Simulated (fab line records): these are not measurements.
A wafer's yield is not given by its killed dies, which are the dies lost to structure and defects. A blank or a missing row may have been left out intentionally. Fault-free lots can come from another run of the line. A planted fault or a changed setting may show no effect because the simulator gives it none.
A sampling plan put to the test -- flow gf180mcu -- one line in one fab, 16 faults in these records, each fault weighed on the records of the lots it struck
The line's own looks make up the plan; these are the steps of the route where a gauge or inspection reads the wafer and leaves it unchanged. A look is open to judgement when struck wafers have a number at it and the file gives its usual mean and standard deviation on fault-free wafers. Caught: the struck wafers' mean, at a look after the fault's first step, is 4 or more of those standard deviations (sigma) away from the usual mean. On the tool: the identical test, applied to the tool's own readings at the steps of the fault. Also counted as caught: the struck wafers showing another recipe, or a record that is empty for them alone.

## THE FAULTS, as the simulator had put them in
1. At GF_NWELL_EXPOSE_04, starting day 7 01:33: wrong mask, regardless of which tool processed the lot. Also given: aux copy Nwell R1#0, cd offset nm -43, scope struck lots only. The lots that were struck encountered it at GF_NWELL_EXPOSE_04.
2. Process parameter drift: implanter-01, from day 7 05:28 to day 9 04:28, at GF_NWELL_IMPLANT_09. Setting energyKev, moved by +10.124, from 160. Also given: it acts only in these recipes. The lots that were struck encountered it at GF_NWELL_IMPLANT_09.
3. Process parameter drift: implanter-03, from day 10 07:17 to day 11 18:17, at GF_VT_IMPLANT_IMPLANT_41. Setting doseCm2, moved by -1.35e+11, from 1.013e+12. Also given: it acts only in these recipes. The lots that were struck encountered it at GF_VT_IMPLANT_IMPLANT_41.
4. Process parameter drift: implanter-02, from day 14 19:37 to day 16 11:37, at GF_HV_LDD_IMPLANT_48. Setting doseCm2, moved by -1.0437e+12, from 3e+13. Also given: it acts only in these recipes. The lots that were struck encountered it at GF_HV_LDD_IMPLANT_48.
5. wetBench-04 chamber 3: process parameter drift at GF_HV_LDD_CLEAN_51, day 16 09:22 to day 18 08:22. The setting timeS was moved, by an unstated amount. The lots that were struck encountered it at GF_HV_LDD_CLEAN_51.
6. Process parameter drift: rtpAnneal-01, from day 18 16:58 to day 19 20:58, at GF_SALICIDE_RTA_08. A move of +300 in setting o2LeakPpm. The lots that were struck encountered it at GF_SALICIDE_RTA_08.
7. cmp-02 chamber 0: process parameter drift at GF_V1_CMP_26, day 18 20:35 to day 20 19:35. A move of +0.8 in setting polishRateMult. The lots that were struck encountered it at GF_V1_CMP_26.
8. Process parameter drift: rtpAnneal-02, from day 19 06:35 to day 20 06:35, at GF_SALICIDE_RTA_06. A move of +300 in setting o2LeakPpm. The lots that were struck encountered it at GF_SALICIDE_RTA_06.
9. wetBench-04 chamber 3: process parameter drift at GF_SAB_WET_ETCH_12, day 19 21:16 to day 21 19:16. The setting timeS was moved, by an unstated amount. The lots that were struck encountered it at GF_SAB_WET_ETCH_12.
10. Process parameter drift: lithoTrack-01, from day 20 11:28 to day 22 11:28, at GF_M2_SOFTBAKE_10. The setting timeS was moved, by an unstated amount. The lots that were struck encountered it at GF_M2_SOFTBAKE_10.
11. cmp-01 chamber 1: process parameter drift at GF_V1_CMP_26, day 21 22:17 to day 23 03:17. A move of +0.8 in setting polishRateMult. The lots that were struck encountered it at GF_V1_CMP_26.
12. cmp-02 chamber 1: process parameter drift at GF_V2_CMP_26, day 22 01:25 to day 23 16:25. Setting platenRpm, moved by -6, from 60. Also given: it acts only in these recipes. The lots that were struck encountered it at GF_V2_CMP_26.
13. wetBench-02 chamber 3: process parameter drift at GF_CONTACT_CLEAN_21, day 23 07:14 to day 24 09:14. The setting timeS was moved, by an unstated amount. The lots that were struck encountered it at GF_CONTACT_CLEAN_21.
14. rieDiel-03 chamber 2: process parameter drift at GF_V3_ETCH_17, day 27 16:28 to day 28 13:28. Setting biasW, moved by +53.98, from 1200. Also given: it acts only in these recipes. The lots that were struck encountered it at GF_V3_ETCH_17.
15. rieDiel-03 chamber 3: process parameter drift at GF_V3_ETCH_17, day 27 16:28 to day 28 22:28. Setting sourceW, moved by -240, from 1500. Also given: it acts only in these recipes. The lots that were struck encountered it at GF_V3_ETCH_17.
16. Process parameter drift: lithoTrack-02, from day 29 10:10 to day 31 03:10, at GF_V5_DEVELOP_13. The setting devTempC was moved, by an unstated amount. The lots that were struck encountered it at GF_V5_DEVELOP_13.

## WHAT THE PLAN SAW
fault,on the tool itself,first look that catches it,"reading, sigma",median hours from its first step to that look,hours from the fault's start to the first struck lot there,judged looks passed uncaught
1,no reading that can be judged,none of the 2 looks that can be judged after it,-,-,-,2
2,beamEnergyKeV +99 or beyond sigma,not the one look that can be judged after it,-,-,-,1
3,doseIonsCm2 -99 or beyond sigma,not the one look that can be judged after it,-,-,-,1
4,doseIonsCm2 -31 sigma,not the one look that can be judged after it,-,-,-,1
5,runLengthS -23 sigma,none of the 2 looks that can be judged after it,-,-,-,2
6,chamberO2Ppm +99 or beyond sigma,no look after it can be judged,-,-,-,0
7,timeToEndpointS -14 sigma,not the one look that can be judged after it,-,-,-,1
8,chamberO2Ppm +99 or beyond sigma,not the one look that can be judged after it,-,-,-,1
9,runLengthS +13 sigma,no look after it can be judged,-,-,-,0
10,runLengthS +9.6 sigma,no look after it can be judged,-,-,-,0
11,timeToEndpointS -12 sigma,no look after it can be judged,-,-,-,0
12,platenRpm -99 or beyond sigma,no look after it can be judged,-,-,-,0
13,runLengthS -7.2 sigma,no look after it can be judged,-,-,-,0
14,biasW +12 sigma,not the one look that can be judged after it,-,-,-,1
15,rfFwdPowerW -46 sigma,no look after it can be judged,-,-,-,0
16,developerTempC -8.7 sigma,not the one look that can be judged after it,-,-,-,1
Dash: fault not caught, or number not given in these records.

Caught at a look: 0 of 16. Caught on the tool: 15 of 16. By one or the other: 15 of 16.
Faults caught by the tool alone: 2, 3, 4, 5, 6, 7, 8, 9, 10, 11, 12, 13, 14, 15, 16.
Caught by neither: fault 1.
